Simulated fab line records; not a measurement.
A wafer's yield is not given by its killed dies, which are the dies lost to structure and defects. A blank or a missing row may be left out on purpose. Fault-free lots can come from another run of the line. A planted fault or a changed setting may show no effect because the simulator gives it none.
A lot that was struck, set against a sound lot / flow gf180mcu / 35 out of 602 route steps
Sound: wafers L778.1, L778.3, L778.6. Struck: wafer L787.1. (L787.3, L787.4 of the same lot were not struck and are left out.) The cause comes at the end.
Per side, at each step with rows, come the tool, then ch with its chambers, and then its first start. Under that, the readings that differ: sound wafers / struck wafers / difference of the means / sigmas: that difference in standard deviations of wafers without a fault.
alike: a reading whose means differ by less than 2 such deviations, as well as words and numbers matching on both sides. not compared: withheld readings; readings where some wafer has no value; bounds like >300 that might hide an equal value; numbers whose values overlap and for which the record gives no deviation.
A row with sigmas, a row that says differs or no value, or rows on one side alone: a step with any of these is where the two part. Non-overlapping numbers with no deviation appear without sigmas and do not part them. A reading that every wafer of one side lacks parts them only if that side has two wafers or more.

first, 1 step without rows for these wafers: GF_M5_DEVELOP_06 (develop time 60 s).
GF_M5_CD_MEAS_07 targets a cd of 280 nm.
  sound on cd-sem-01 at day 26 06:24; struck on cd-sem-02 at day 29 03:43
  alike: cd-nm
GF_M5_OVL_MEAS_08:
  sound on overlay-01 at day 26 06:31; struck on overlay-01 at day 29 03:50
  alike: M5_OVL
GF_M5_ETCH_09: etches Si3N4 in CF4/O2, target depth 52 nm, time 11.6 s.
  sound on rie-diel-02 ch 1,2, day 26 06:33; struck on rie-diel-02 ch 2, day 29 03:52
  alike: chamber-pressure-mTorr, drypump-motor-current-A, oes-product-au, throttle-valve-pct
  not compared: rf-hours-counter-h
then, 5 steps without rows for these wafers: GF_M5_METAL_ETCH_10 (etches the open film in Cl2/BCl3, stops on SiO2, target depth 750.8 nm, time 125.1 s); GF_M5_STRIP_11 (strips in O2/N2); GF_M5_STRIP_12 (strips in post etch residue remover, time 1200 s); GF_M5_CLEAN_13 (cleans in DIW); GF_V5_CVD_00 (deposits SiO2, target thk 300 nm, time 50 s).
GF_V5_THK_MEAS_01:
  sound on film-metro-01 at day 26 07:38; struck on film-metro-01 at day 29 04:58
  alike: V5_CVD_00_THK
GF_V5_CVD_02: deposits SiO2 from TEOS, target thk 1450 nm, time 163.28 s.
  sound on pecvd-03 ch 0,2, day 26 07:41; struck on pecvd-03 ch 1, day 29 05:01
  alike: heater-power-w
  not compared: since-wet-clean-h
GF_V5_THK_MEAS_03:
  sound on film-metro-02 at day 26 07:48; struck on film-metro-02 at day 29 05:08
  alike: V5_CVD_02_THK
GF_V5_CMP_04: polishes SiO2.
  sound on cmp-01 ch 0,1, day 26 07:52; struck on cmp-01 ch 0, day 29 05:11
reading=model.SiO2_of_V5_CVD_02.thk-nm (nm); sound=853.7 855.2 855.2; struck=938.1; difference=+83.4; sigmas=
  alike: motor-current-A, slurry-filter-dp-kPa
GF_V5_BOW_MEAS_05:
  sound on film-metro-02 at day 26 08:10; struck on film-metro-01 at day 29 05:47
  not compared: hold, V5_BOW
then, 7 steps without rows for these wafers: GF_V5_HMDS_07 (prime time 60 s); GF_V5_COAT_08; GF_V5_COAT_09 (resist thk 1000 nm); GF_V5_SOFTBAKE_10 (time 60 s); GF_V5_EXPOSE_11 (exposes mask Via5, target cd 260 nm); GF_V5_PEB_12 (peb time 90 s); GF_V5_DEVELOP_13 (develop time 60 s).
GF_V5_CD_MEAS_14 targets a cd of 260 nm.
  sound on cd-sem-02 at day 27 05:00; struck on cd-sem-02 at day 30 00:26
  alike: cd-nm
GF_V5_OVL_MEAS_15:
  sound on overlay-02 at day 27 05:07; struck on overlay-02 at day 30 00:33
reading=V5_OVL (nm); sound=-4 -8 -8; struck=8; difference=+15; sigmas=+3
then, 1 step without rows for these wafers: GF_V5_ETCH_16 (etches BARC in N2/H2).
GF_V5_ETCH_17: etches SiO2 in C4F8/O2/Ar, stops on TiN, target depth 855 nm.
  sound on rie-diel-03 ch 2,3; struck on rie-diel-01 ch 1
reading=oes-product-au (a.u.); sound=0.857 0.859 0.850; struck=0.907; difference=+0.052; sigmas=+11
reading=model.etch.depth-nm (nm); sound=853.7 855.2 855.2; struck=938.1; difference=+83.4; sigmas=
reading=model.V5.feature-depth-nm (nm); sound=853.7 855.2 855.2; struck=938.1; difference=+83.4; sigmas=
  alike: chamber-pressure-mTorr
GF_V5_STRIP_18: strips in O2/N2.
  sound on plasma-asher-03 ch 0,1, day 27 05:19; struck on plasma-asher-02 ch 0, day 30 00:44
  alike: chamber-pressure-mTorr, drypump-motor-current-A, heater-power-w, o2-flow-sccm, oes-product-au
  not compared: rf-hours-counter-h
then, 3 steps without rows for these wafers: GF_V5_STRIP_19 (strips in post etch residue remover, time 1200 s); GF_V5_CLEAN_20 (cleans in DIW); GF_V5_SPUTTER_21 (material Ti, target thk 15 nm, time 80.02 s).
GF_V5_SPUTTER_22: material TiN, target thk 10 nm, time 40 s.
  sound on pvd-sputter-04 at day 27 06:15; struck on pvd-sputter-02 at day 30 01:21
  alike: chamber-pressure-pa, throttle-valve-pct
GF_V5_CVD_23: deposits W, target thk 350 nm, time 104.9 s.
  sound on cvd-w-01 ch 0,1, day 27 06:17; struck on cvd-w-01 ch 0, day 30 01:23
  alike: heater-power-w
  not compared: since-wet-clean-h
GF_V5_RS_MEAS_24: the measuring method here is four-point-probe.
  sound on film-metro-01 at day 27 06:24; struck on film-metro-02 at day 30 01:30
  alike: V5_W_RS
GF_V5_THK_MEAS_25: measures by xrf.
  sound on film-metro-01 at day 27 06:31; struck on film-metro-02 at day 30 01:37
  alike: V5_W_THK
GF_V5_CMP_26: polishes, stops on SiO2, t overpolish 15 s, target thk 0 nm.
  sound on cmp-02 ch 0,1,3, day 27 06:38; struck on cmp-01 ch 0, day 30 01:56
reading=model.SiO2_of_V5_CVD_02.thk-nm (nm); sound=849.9 851.4 851.4; struck=934.3; difference=+83.4; sigmas=
  alike: motor-current-A, slurry-filter-dp-kPa
then, 1 step without rows for these wafers: GF_TOP_METAL_SPUTTER_00 (material Ti, target thk 37.5 nm, time 150 s).

== WHERE THEY PART ==
First at GF_V5_OVL_MEAS_15; last, within this record, at GF_V5_ETCH_17. Later steps at which nothing parts them and some readings are alike: GF_V5_STRIP_18, GF_V5_SPUTTER_22, GF_V5_CVD_23, GF_V5_RS_MEAS_24, GF_V5_THK_MEAS_25, GF_V5_CMP_26.

WHY: what the simulator had put in
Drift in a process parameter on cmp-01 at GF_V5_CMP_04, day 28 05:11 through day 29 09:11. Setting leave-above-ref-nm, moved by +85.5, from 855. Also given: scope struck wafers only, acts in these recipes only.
